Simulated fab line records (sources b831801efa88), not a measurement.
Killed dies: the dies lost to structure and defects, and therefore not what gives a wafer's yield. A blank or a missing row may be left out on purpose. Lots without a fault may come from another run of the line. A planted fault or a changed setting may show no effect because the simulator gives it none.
fab line records	flow gf180mcu
record: lots: 24	wafers: 72	last-day: 34
route steps=602 shown V1@349 V2@403 V4@478 MIM@506 M5@534 TOP_METAL@584
lots that met no fault: taken from a fault-free run of the same line
start-h: hours from the record's opening day to when the first of the lot's shown wafers began	wait-h: hours from the lot's prior step to this one	" identical to the entry in the row above	L1.1+2: several wafers, shown together as one row	- no value, or no start was given	* or withheld: withheld	< > ~ a bound
route shown NAME@n: names a module that has steps shown in the file, with the first one's number in the route	usual: the fault-free wafers' mean and standard deviation	same: alike in all rows	chamber/n: place in a boat	sites: readings site by site	_std_site: standard deviation of those values	_edge_site: the outer-site mean with the inner-site mean subtracted	radius-mm: for every site, how far away it sits from the centre of the wafer	mask NAME#n: copy n	behind: tool/chamber where the wafer was last shaped	hold: cause of the lot's hold/its duration in hours/its outcome	device: whichever transistor did not switch (one of n, p or np)	end of line: tests run on the same wafers once the route is complete	a step given without rows: its recipe and nothing more	killed: count of dies lost to structure and defects at first sort (not the wafer's yield)	map: shows each die of a wafer: x if killed, . if not, _ if none is there
set.NAME: the setting the step ran with; set.NAME@STEP: the setting that earlier step ran with	model.NAME: the simulator's own value behind a step, which no gauge read
one table for each step of the route and one row for each wafer, over a sample of lots
services: when a tool's chamber went out of use (start-h, in hours from the record's first day, below 0 if earlier), for how many hours, and the reason
== steps ==
step: GF_V1_CD_MEAS_14
recipe: target-cd-nm: 260
usual: cd-nm: 260.2/1.2
lot.wafer	tool	chamber	start-h	wait-h	cd-nm
L074.1	cd-sem-01	-	404.19	0.2	258.0
L074.3	"	-	"	"	258.8
L074.5	"	-	"	"	259.7
L075.2	cd-sem-01	-	411.49	0.1	260.0
L075.3	"	-	"	"	259.6
L075.5	"	-	"	"	260.5
L076.3	cd-sem-02	-	423.79	0.1	260.8
L076.5	"	-	"	"	261.4
L076.6	"	-	"	"	259.8
L077.3	cd-sem-01	-	429.66	0.1	260.2
L077.4	"	-	"	"	260.5
L077.6	"	-	"	"	258.8
L078.1	cd-sem-02	-	450.72	0.1	261.1
L078.2	"	-	"	"	259.4
L078.4	"	-	"	"	260.1
L079.2	cd-sem-02	-	451.82	0.1	258.0
L079.3	"	-	"	"	257.3
L079.4	"	-	"	"	258.7
L080.3	cd-sem-02	-	462.86	0.1	259.8
L080.4	"	-	"	"	261.5
L080.5	"	-	"	"	260.1
L081.1	cd-sem-02	-	476.32	0.1	259.1
L081.3	"	-	"	"	259.9
L081.6	"	-	"	"	259.8
L082.3	cd-sem-02	-	498.49	0.1	260.5
L082.5	"	-	"	"	259.5
L082.6	"	-	"	"	259.8
L083.1	cd-sem-01	-	507.82	0.1	261.1
L083.3	"	-	"	"	261.1
L083.6	"	-	"	"	261.4
L084.4	cd-sem-01	-	511.13	0.1	259.8
L084.5	"	-	"	"	259.7
L084.6	"	-	"	"	259.3
L085.3	cd-sem-02	-	524.99	0.1	259.2
L085.4	"	-	"	"	259.3
L085.5	"	-	"	"	260.6
L086.1	cd-sem-01	-	528.72	0.1	259.9
L086.5	"	-	"	"	260.8
L086.6	"	-	"	"	261.0
L087.3	cd-sem-02	-	535.81	0.1	261.2
L087.4	"	-	"	"	261.3
L087.6	"	-	"	"	261.3
L089.3	cd-sem-01	-	542.44	0.1	262.7
L089.4	"	-	"	"	261.3
L089.6	"	-	"	"	260.1
L088.3	cd-sem-02	-	549.44	0.1	260.2
L088.4	"	-	"	"	259.1
L088.5	"	-	"	"	259.1
L090.4	cd-sem-02	-	553.48	0.1	261.0
L090.5	"	-	"	"	259.7
L090.6	"	-	"	"	261.1
L092.3	cd-sem-01	-	566.71	0.1	259.5
L092.5	"	-	"	"	259.7
L092.6	"	-	"	"	258.3
L091.2	cd-sem-01	-	567.92	0.1	262.2
L091.3	"	-	"	"	261.8
L091.4	"	-	"	"	261.7
L093.1	cd-sem-02	-	584.25	0.1	263.3
L093.2	"	-	"	"	262.0
L093.4	"	-	"	"	263.4
L094.2	cd-sem-02	-	586.39	0.1	260.4
L094.4	"	-	"	"	260.8
L094.6	"	-	"	"	258.6
L095.3	cd-sem-01	-	588.01	0.1	259.6
L095.4	"	-	"	"	258.6
L095.5	"	-	"	"	259.2
L096.4	cd-sem-01	-	597.63	0.1	260.8
L096.5	"	-	"	"	261.2
L096.6	"	-	"	"	260.4
L097.2	cd-sem-01	-	605.09	0.1	259.3
L097.3	"	-	"	"	259.7
L097.5	"	-	"	"	260.0
step: GF_V2_SPUTTER_21
recipe: material: Ti	target-thk-nm: 15	chamber-pressure-pa: 5	power-w: 2500	substrate-temp-c: 200	time-s: 80.02
usual: throttle-valve-pct: 29.9/1.2
lot.wafer	tool	chamber	start-h	wait-h	throttle-valve-pct
L074.1	pvd-sputter-04	-	456.32	0.0	28.9
L074.3	"	-	"	"	31.8
L074.5	"	-	"	"	31.6
L075.2	pvd-sputter-02	-	462.24	0.0	29.8
L075.3	"	-	"	"	28.4
L075.5	"	-	"	"	29.6
L076.3	pvd-sputter-02	-	475.92	0.0	29.8
L076.5	"	-	"	"	30.1
L076.6	"	-	"	"	29.8
L077.3	pvd-sputter-03	-	481.99	0.0	29.8
L077.4	"	-	"	"	30.6
L077.6	"	-	"	"	29.9
L078.1	pvd-sputter-02	-	502.80	0.0	28.7
L078.2	"	-	"	"	30.4
L078.4	"	-	"	"	29.9
L079.2	pvd-sputter-04	-	504.02	0.0	30.2
L079.3	"	-	"	"	31.2
L079.4	"	-	"	"	31.8
L080.3	pvd-sputter-04	-	513.62	0.0	31.2
L080.4	"	-	"	"	31.7
L080.5	"	-	"	"	31.4
L081.1	pvd-sputter-02	-	526.87	0.0	30.5
L081.3	"	-	"	"	28.6
L081.6	"	-	"	"	30.3
L082.3	pvd-sputter-04	-	548.78	0.0	30.3
L082.5	"	-	"	"	28.7
L082.6	"	-	"	"	31.8
L083.1	pvd-sputter-03	-	557.18	0.0	30.4
L083.3	"	-	"	"	27.9
L083.6	"	-	"	"	28.0
L084.4	pvd-sputter-04	-	560.36	0.0	31.2
L084.5	"	-	"	"	31.4
L084.6	"	-	"	"	30.2
L085.3	pvd-sputter-03	-	573.84	0.0	31.0
L085.4	"	-	"	"	27.8
L085.5	"	-	"	"	31.3
L086.1	pvd-sputter-03	-	578.24	0.0	29.8
L086.5	"	-	"	"	30.4
L086.6	"	-	"	"	30.0
L087.3	pvd-sputter-03	-	584.30	0.0	30.6
L087.4	"	-	"	"	31.2
L087.6	"	-	"	"	31.1
L089.3	pvd-sputter-03	-	589.16	0.0	28.0
L089.4	"	-	"	"	30.1
L089.6	"	-	"	"	28.1
L088.3	pvd-sputter-03	-	596.56	0.0	27.9
L088.4	"	-	"	"	29.9
L088.5	"	-	"	"	30.5
L090.4	pvd-sputter-02	-	600.75	0.0	28.2
L090.5	"	-	"	"	28.8
L090.6	"	-	"	"	28.2
L092.3	pvd-sputter-04	-	613.36	0.0	31.9
L092.5	"	-	"	"	28.7
L092.6	"	-	"	"	31.7
L091.2	pvd-sputter-04	-	614.86	0.0	31.8
L091.3	"	-	"	"	29.9
L091.4	"	-	"	"	28.4
L093.1	pvd-sputter-02	-	630.06	0.0	29.8
L093.2	"	-	"	"	28.8
L093.4	"	-	"	"	28.5
L094.2	pvd-sputter-02	-	631.80	0.0	29.5
L094.4	"	-	"	"	28.5
L094.6	"	-	"	"	29.9
L095.3	pvd-sputter-04	-	635.80	0.0	31.1
L095.4	"	-	"	"	30.2
L095.5	"	-	"	"	31.3
L096.4	pvd-sputter-04	-	642.56	0.0	32.0
L096.5	"	-	"	"	31.8
L096.6	"	-	"	"	28.8
L097.2	pvd-sputter-04	-	649.02	0.0	29.9
L097.3	"	-	"	"	31.6
L097.5	"	-	"	"	30.1
step: GF_V4_CVD_02
recipe: material: SiO2	target-thk-nm: 850	precursor: TEOS	temp-c: 400	time-s: 94.851	rf-w: 600
usual: heater-power-w: 723/95
lot.wafer	tool	chamber	start-h	wait-h	heater-power-w
L074.1	pecvd-04	2	532.64	0.1	774
L074.3	"	1	"	"	759
L074.5	"	1	"	"	785
L075.2	pecvd-04	1	537.06	0.0	690
L075.3	"	0	"	"	808
L075.5	"	2	"	"	828
L076.3	pecvd-03	0	550.93	0.0	676
L076.5	"	0	"	"	522
L076.6	"	2	"	"	651
L077.3	pecvd-04	0	556.80	0.0	797
L077.4	"	0	"	"	829
L077.6	"	2	"	"	766
L078.1	pecvd-03	1	575.07	0.1	935
L078.2	"	2	"	"	618
L078.4	"	1	"	"	969
L079.2	pecvd-03	1	577.87	0.0	915
L079.3	"	2	"	"	667
L079.4	"	2	"	"	717
L080.3	pecvd-04	1	585.65	0.0	620
L080.4	"	0	"	"	792
L080.5	"	1	"	"	706
L081.1	pecvd-02	2	597.95	0.1	779
L081.3	"	0	"	"	589
L081.6	"	1	"	"	532
L082.3	pecvd-04	0	617.51	0.0	747
L082.5	"	2	"	"	778
L082.6	"	0	"	"	808
L083.1	pecvd-02	2	626.03	0.1	727
L083.3	"	1	"	"	631
L083.6	"	0	"	"	652
L084.4	pecvd-04	2	628.59	0.1	779
L084.5	"	0	"	"	763
L084.6	"	1	"	"	699
L085.3	pecvd-02	0	641.13	0.0	587
L085.4	"	0	"	"	632
L085.5	"	2	"	"	713
L086.1	pecvd-02	0	645.69	0.1	597
L086.5	"	1	"	"	679
L086.6	"	0	"	"	657
L087.3	pecvd-04	1	650.99	0.0	751
L087.4	"	2	"	"	810
L087.6	"	1	"	"	795
L089.3	pecvd-02	1	655.37	0.0	580
L089.4	"	2	"	"	882
L089.6	"	1	"	"	623
L088.3	pecvd-04	1	661.25	0.0	755
L088.4	"	2	"	"	788
L088.5	"	0	"	"	660
L090.4	pecvd-03	1	667.09	0.1	719
L090.5	"	0	"	"	655
L090.6	"	2	"	"	717
L092.3	pecvd-02	1	677.50	0.0	644
L092.5	"	1	"	"	661
L092.6	"	0	"	"	648
L091.2	pecvd-03	1	679.05	0.0	742
L091.3	"	1	"	"	810
L091.4	"	2	"	"	673
L093.1	pecvd-04	0	692.55	0.1	822
L093.2	"	1	"	"	694
L093.4	"	1	"	"	727
L094.2	pecvd-03	0	694.10	0.0	609
L094.4	"	0	"	"	637
L094.6	"	2	"	"	636
L095.3	pecvd-03	1	697.80	0.0	861
L095.4	"	2	"	"	710
L095.5	"	1	"	"	879
L096.4	pecvd-04	0	704.59	0.1	820
L096.5	"	1	"	"	790
L096.6	"	2	"	"	687
L097.2	pecvd-03	2	710.65	0.0	697
L097.3	"	0	"	"	673
L097.5	"	1	"	"	875
step: GF_MIM_SPUTTER_03
recipe: material: Ti	target-thk-nm: 10	substrate-temp-c: 300	chamber-pressure-pa: 0.3	power-w: 3000	time-s: 6.7
usual: throttle-valve-pct: 29.6/1.2
lot.wafer	tool	chamber	start-h	wait-h	throttle-valve-pct
L074.1	pvd-sputter-01	-	557.99	0.0	30.4
L074.3	"	-	"	"	27.5
L074.5	"	-	"	"	29.0
L075.2	pvd-sputter-04	-	561.89	0.0	30.3
L075.3	"	-	"	"	28.8
L075.5	"	-	"	"	29.0
L076.3	pvd-sputter-04	-	575.04	0.0	32.0
L076.5	"	-	"	"	28.8
L076.6	"	-	"	"	31.1
L077.3	pvd-sputter-01	-	581.02	0.0	28.9
L077.4	"	-	"	"	29.2
L077.6	"	-	"	"	30.7
L078.1	pvd-sputter-04	-	598.84	0.0	31.8
L078.2	"	-	"	"	28.7
L078.4	"	-	"	"	31.2
L079.2	pvd-sputter-01	-	601.18	0.0	30.4
L079.3	"	-	"	"	28.7
L079.4	"	-	"	"	29.3
L080.3	pvd-sputter-01	-	609.50	0.0	28.8
L080.4	"	-	"	"	27.5
L080.5	"	-	"	"	29.4
L081.1	pvd-sputter-01	-	620.94	0.0	29.2
L081.3	"	-	"	"	27.3
L081.6	"	-	"	"	28.6
L082.3	pvd-sputter-02	-	639.87	0.0	29.9
L082.5	"	-	"	"	28.9
L082.6	"	-	"	"	28.2
L083.1	pvd-sputter-02	-	648.26	0.0	28.8
L083.3	"	-	"	"	28.6
L083.6	"	-	"	"	29.0
L084.4	pvd-sputter-01	-	650.43	0.0	30.1
L084.5	"	-	"	"	28.9
L084.6	"	-	"	"	29.1
L085.3	pvd-sputter-04	-	663.84	0.0	31.7
L085.4	"	-	"	"	28.6
L085.5	"	-	"	"	31.3
L086.1	pvd-sputter-01	-	667.33	0.0	27.4
L086.5	"	-	"	"	27.4
L086.6	"	-	"	"	30.5
L087.3	pvd-sputter-04	-	672.77	0.0	31.5
L087.4	"	-	"	"	31.7
L087.6	"	-	"	"	31.2
L089.3	pvd-sputter-04	-	676.33	0.0	31.5
L089.4	"	-	"	"	31.3
L089.6	"	-	"	"	28.7
L088.3	pvd-sputter-01	-	682.62	0.0	28.8
L088.4	"	-	"	"	28.7
L088.5	"	-	"	"	29.1
L090.4	pvd-sputter-02	-	688.49	0.0	28.3
L090.5	"	-	"	"	28.4
L090.6	"	-	"	"	28.8
L092.3	pvd-sputter-04	-	698.45	0.0	31.2
L092.5	"	-	"	"	28.6
L092.6	"	-	"	"	31.4
L091.2	pvd-sputter-01	-	700.04	0.0	28.7
L091.3	"	-	"	"	27.5
L091.4	"	-	"	"	30.3
L093.1	pvd-sputter-04	-	713.33	0.0	31.3
L093.2	"	-	"	"	30.0
L093.4	"	-	"	"	31.5
L094.2	pvd-sputter-04	-	715.15	0.0	30.1
L094.4	"	-	"	"	31.6
L094.6	"	-	"	"	30.1
L095.3	pvd-sputter-02	-	717.67	0.0	28.3
L095.4	"	-	"	"	28.7
L095.5	"	-	"	"	28.6
L096.4	pvd-sputter-02	-	724.27	0.0	28.1
L096.5	"	-	"	"	28.8
L096.6	"	-	"	"	28.2
L097.2	pvd-sputter-04	-	730.75	0.0	31.4
L097.3	"	-	"	"	30.0
L097.5	"	-	"	"	30.0
step: GF_M5_OVL_MEAS_08
usual: M5_OVL: 1/6.3
lot.wafer	tool	chamber	start-h	wait-h	M5_OVL[nm]
L074.1	overlay-01	-	601.24	0.1	7
L074.3	"	-	"	"	1
L074.5	"	-	"	"	0
L075.2	overlay-02	-	606.15	0.1	-2
L075.3	"	-	"	"	-4
L075.5	"	-	"	"	-2
L076.3	overlay-02	-	618.08	0.1	10
L076.5	"	-	"	"	17
L076.6	"	-	"	"	11
L077.3	overlay-01	-	623.80	0.1	-6
L077.4	"	-	"	"	-4
L077.6	"	-	"	"	-5
L078.1	overlay-01	-	640.09	0.1	-3
L078.2	"	-	"	"	-6
L078.4	"	-	"	"	-1
L079.2	overlay-02	-	641.77	0.1	4
L079.3	"	-	"	"	-5
L079.4	"	-	"	"	0
L080.3	overlay-02	-	650.43	0.1	-5
L080.4	"	-	"	"	-3
L080.5	"	-	"	"	-1
L081.1	overlay-02	-	661.97	0.1	-1
L081.3	"	-	"	"	8
L081.6	"	-	"	"	9
L082.3	overlay-02	-	679.25	0.1	8
L082.5	"	-	"	"	4
L082.6	"	-	"	"	0
L083.1	overlay-01	-	687.64	0.1	-2
L083.3	"	-	"	"	-2
L083.6	"	-	"	"	-2
L084.4	overlay-02	-	689.21	0.1	3
L084.5	"	-	"	"	-3
L084.6	"	-	"	"	4
L085.3	overlay-02	-	702.10	0.1	6
L085.4	"	-	"	"	8
L085.5	"	-	"	"	4
L086.1	overlay-02	-	705.37	0.1	0
L086.5	"	-	"	"	1
L086.6	"	-	"	"	-3
L087.3	overlay-01	-	710.30	0.1	-4
L087.4	"	-	"	"	-15
L087.6	"	-	"	"	-7
L089.3	overlay-02	-	713.85	0.1	-1
L089.4	"	-	"	"	-3
L089.6	"	-	"	"	-5
L088.3	overlay-02	-	720.38	0.1	-3
L088.4	"	-	"	"	0
L088.5	"	-	"	"	-2
L090.4	overlay-02	-	725.05	0.1	7
L090.5	"	-	"	"	8
L090.6	"	-	"	"	11
L092.3	overlay-01	-	734.70	0.1	1
L092.5	"	-	"	"	-3
L092.6	"	-	"	"	-7
L091.2	overlay-01	-	735.40	0.1	1
L091.3	"	-	"	"	6
L091.4	"	-	"	"	0
L093.1	overlay-01	-	747.51	0.1	11
L093.2	"	-	"	"	10
L093.4	"	-	"	"	9
L094.2	overlay-01	-	750.85	0.1	16
L094.4	"	-	"	"	14
L094.6	"	-	"	"	12
L095.3	overlay-01	-	752.55	0.1	0
L095.4	"	-	"	"	-2
L095.5	"	-	"	"	-1
L096.4	overlay-02	-	759.76	0.1	-12
L096.5	"	-	"	"	-4
L096.6	"	-	"	"	-13
L097.2	overlay-01	-	764.47	0.1	-1
L097.3	"	-	"	"	-6
L097.5	"	-	"	"	-5
step: GF_TOP_METAL_STRIP_17
recipe: chemistry: O2/N2	power-w: 1400	pressure-mtorr: 1500	platen-temp-c: 250	o2-flow-sccm: 3000	n2-flow-sccm: 300	overash-fraction: 0.5
usual: drypump-motor-current-A: 5.9/0.49	heater-power-w: 343/32	oes-product-au: 0.710/0.0048	strip-time-to-endpoint-s: 13.16/0.061
lot.wafer	tool	chamber	start-h	wait-h	drypump-motor-current-A	heater-power-w	oes-product-au	rf-hours-counter-h	strip-time-to-endpoint-s
L074.1	plasma-asher-03	1	645.32	0.3	6.2	350	0.710	89	13.09
L074.3	"	1	"	"	6.2	348	0.709	-	13.07
L074.5	"	1	"	"	6.2	346	0.718	-	13.17
L075.2	plasma-asher-01	1	649.99	0.1	5.6	367	0.711	21	13.24
L075.3	"	1	"	"	5.6	363	0.712	-	13.23
L075.5	"	0	"	"	6.5	395	0.717	-	13.19
L076.3	plasma-asher-04	1	661.26	0.1	4.8	291	0.713	-	13.22
L076.5	"	1	"	"	4.8	296	0.713	-	13.25
L076.6	"	0	"	"	5.7	302	0.706	-	13.23
L077.3	plasma-asher-01	0	666.86	0.2	6.5	389	0.712	-	13.21
L077.4	"	1	"	"	5.7	365	0.710	-	13.24
L077.6	"	1	"	"	5.6	366	0.721	-	13.23
L078.1	plasma-asher-03	0	682.40	0.3	6.2	315	0.705	93	13.21
L078.2	"	1	"	"	6.2	351	0.713	93	13.24
L078.4	"	1	"	"	6.2	356	0.715	-	13.18
L079.2	plasma-asher-03	1	684.29	0.1	6.2	338	0.705	93	13.18
L079.3	"	1	"	"	6.2	342	0.718	-	13.10
L079.4	"	0	"	"	6.2	312	0.701	-	13.13
L080.3	plasma-asher-01	1	692.01	0.2	5.7	363	0.711	-	13.14
L080.4	"	0	"	"	6.5	383	0.709	-	13.17
L080.5	"	1	"	"	5.7	372	0.710	-	13.18
L081.1	plasma-asher-04	1	703.00	0.1	4.8	298	0.710	110	13.24
L081.3	"	0	"	"	5.7	309	0.709	-	13.19
L081.6	"	1	"	"	4.8	293	0.703	-	13.16
L082.3	plasma-asher-03	0	719.23	0.1	6.2	319	0.712	-	13.18
L082.5	"	0	"	"	6.2	308	0.716	-	13.25
L082.6	"	1	"	"	6.2	345	0.699	-	13.19
L083.1	plasma-asher-04	1	728.30	0.1	4.8	287	0.711	113	13.06
L083.3	"	1	"	"	4.8	289	0.711	-	13.16
L083.6	"	1	"	"	4.8	282	0.705	-	13.15
L084.4	plasma-asher-01	0	728.51	0.1	6.5	384	0.710	-	13.21
L084.5	"	0	"	"	6.5	388	0.697	-	13.17
L084.6	"	1	"	"	5.6	371	0.707	-	13.19
L085.3	plasma-asher-01	0	740.91	0.1	6.5	385	0.704	-	13.08
L085.4	"	1	"	"	5.7	363	0.707	-	13.14
L085.5	"	0	"	"	6.5	382	0.712	-	13.21
L086.1	plasma-asher-01	1	743.63	0.1	5.6	370	0.707	32	13.15
L086.5	"	0	"	"	6.5	386	0.714	-	13.09
L086.6	"	1	"	"	5.6	364	0.712	-	13.14
L087.3	plasma-asher-03	0	747.89	0.1	6.1	325	0.711	-	13.18
L087.4	"	1	"	"	6.2	343	0.707	-	13.15
L087.6	"	1	"	"	6.2	349	0.710	-	13.12
L089.3	plasma-asher-03	1	751.98	0.1	6.2	357	0.715	-	13.10
L089.4	"	0	"	"	6.2	319	0.718	-	13.00
L089.6	"	0	"	"	6.2	321	0.715	-	13.06
L088.3	plasma-asher-03	1	757.08	0.1	6.2	343	0.712	-	13.14
L088.4	"	0	"	"	6.1	315	0.715	-	13.12
L088.5	"	1	"	"	6.2	355	0.710	-	13.08
L090.4	plasma-asher-01	1	762.68	0.1	5.6	349	0.710	-	13.26
L090.5	"	0	"	"	6.5	390	0.707	-	13.20
L090.6	"	1	"	"	5.6	365	0.709	-	13.26
L092.3	plasma-asher-01	1	771.53	0.2	5.6	369	0.717	-	13.25
L092.5	"	1	"	"	5.6	368	0.706	-	13.16
L092.6	"	0	"	"	6.4	379	0.709	-	13.15
L091.2	plasma-asher-04	1	775.22	0.1	4.8	293	0.715	3	13.08
L091.3	"	1	"	"	4.8	287	0.721	-	13.09
L091.4	"	0	"	"	5.7	312	0.717	-	13.01
L093.1	plasma-asher-01	0	783.72	0.1	6.4	387	0.700	37	13.11
L093.2	"	1	"	"	5.7	368	0.707	37	13.06
L093.4	"	0	"	"	6.5	390	0.713	-	13.03
L094.2	plasma-asher-03	1	785.52	0.2	6.2	346	0.710	106	13.14
L094.4	"	0	"	"	6.2	315	0.712	-	13.17
L094.6	"	1	"	"	6.2	343	0.700	-	13.23
L095.3	plasma-asher-01	1	787.86	0.1	5.7	367	0.716	-	13.06
L095.4	"	0	"	"	6.5	389	0.719	-	13.24
L095.5	"	1	"	"	5.7	358	0.708	-	13.24
L096.4	plasma-asher-03	1	795.77	0.1	6.2	341	0.713	-	13.07
L096.5	"	0	"	"	6.2	321	0.715	-	13.16
L096.6	"	1	"	"	6.2	349	0.705	-	13.21
L097.2	plasma-asher-04	0	798.87	0.2	5.7	306	0.717	6	13.24
L097.3	"	0	"	"	5.7	306	0.712	-	13.24
L097.5	"	1	"	"	4.8	288	0.708	-	13.25
== services ==
tool	chamber	start-h	hours	kind
pvd-sputter-04	-	434.80	4.6	repair
pecvd-03	0	445.20	18.6	repair
plasma-asher-03	-	447.28	5.6	repair
pvd-sputter-01	-	451.92	1.4	repair
pvd-sputter-04	-	459.30	3.5	repair
pecvd-04	-	481.51	6.0	pm
plasma-asher-01	-	523.45	5.1	repair
plasma-asher-01	-	540.08	0.3	repair
plasma-asher-01	-	555.45	14.6	pm
plasma-asher-03	-	561.58	5.1	repair
pecvd-03	0	572.66	5.1	repair
pvd-sputter-02	-	581.45	1.3	repair
pecvd-03	-	591.12	14.0	pm
plasma-asher-03	-	614.87	2.1	repair
pvd-sputter-02	-	636.00	3.1	repair
pecvd-04	-	643.22	2.9	repair
plasma-asher-03	-	647.54	4.5	repair
pecvd-03	0	669.75	11.9	repair
plasma-asher-03	-	709.34	2.8	pm
pvd-sputter-02	-	742.29	7.9	repair
pvd-sputter-04	-	757.56	5.7	repair
pvd-sputter-02	-	766.30	2.5	repair
pvd-sputter-04	-	771.87	4.6	repair
pvd-sputter-01	-	782.55	12.0	repair
== key ==
fault none
